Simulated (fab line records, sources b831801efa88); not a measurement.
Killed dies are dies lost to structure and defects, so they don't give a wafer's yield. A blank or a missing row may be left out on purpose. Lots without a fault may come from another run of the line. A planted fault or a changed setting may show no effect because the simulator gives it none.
Chamber matching | flow sfq_line | SFQ_TRILAYER_I2_DEP_PECVD_063 on pecvd-02: 3 sister chambers
The step deposits SiO2 from SiH4/N2O, time 111.11 s, target thk 500 nm. 16 wafers are shown with their chamber, then 8 later ones without.

WAFERS WITH THEIR CHAMBER
wafer  | chamber | throttle_valve_pct (%) | heater_power_w (W)
L249.4 | 2       | 24.4                   | 75
L249.5 | 0       | 24.9                   | 88
L249.6 | 1       | 26.1                   | 94
L250.1 | 2       | 24.3                   | 69
L250.2 | 0       | 24.8                   | 90
L250.3 | 1       | 25.9                   | 99
L251.1 | 0       | 24.4                   | 96
L251.2 | 2       | 24.5                   | 81
L251.6 | 1       | 26.3                   | 101
L254.3 | 0       | 24.8                   | 84
L254.4 | 0       | 24.7                   | 87
L254.5 | 1       | 26.2                   | 100
L256.1 | 1       | 26.6                   | 96
L256.5 | 0       | 25.1                   | 89
L256.6 | 1       | 26.5                   | 96
L257.2 | 0       | 25.3                   | 90

SIGNATURES (means of the wafers above)
reading            | chamber 0 | chamber 1 | chamber 2 | scatter within a chamber
throttle_valve_pct | 24.857    | 26.267    | 24.400    | 0.256
heater_power_w     | 89.14     | 97.67     | 75.00     | 3.82
Rule: a wafer's distance from a chamber is the root of the sum, over the readings, of the square of ((its reading less the chamber's mean) divided by the reading's scatter). The wafer belongs to the nearest chamber; if the next one is less than 2 further off, it can't be placed. The scatter: the root of (the sum of the squares of (reading less its chamber's mean) over the shown wafers, divided by (wafers less chambers)).

WAFERS WITHOUT THEIR CHAMBER
wafer  | throttle_valve_pct (%) | heater_power_w (W)
L257.3 | 24.6                   | 74
L257.5 | 26.7                   | 96
L258.1 | 24.7                   | 77
L258.3 | 26.6                   | 91
L258.4 | 25.4                   | 78
L259.1 | 26.6                   | 101
L259.3 | 25.3                   | 90
L259.4 | 25.2                   | 95

WHICH CHAMBER EACH WENT THROUGH
wafer  | from the rows above     | in truth
L257.3 | 2                       | 2
L257.5 | 1                       | 1
L258.1 | can't be placed: 2 or 0 | 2
L258.3 | 1                       | 1
L258.4 | can't be placed: 0 or 2 | 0
L259.1 | 1                       | 1
L259.3 | 0                       | 0
L259.4 | 0                       | 0
Placed correctly: 6 of 8. Can't be placed from these rows: 2 (the true chamber is among the candidates in 2). Placed wrongly: 0.
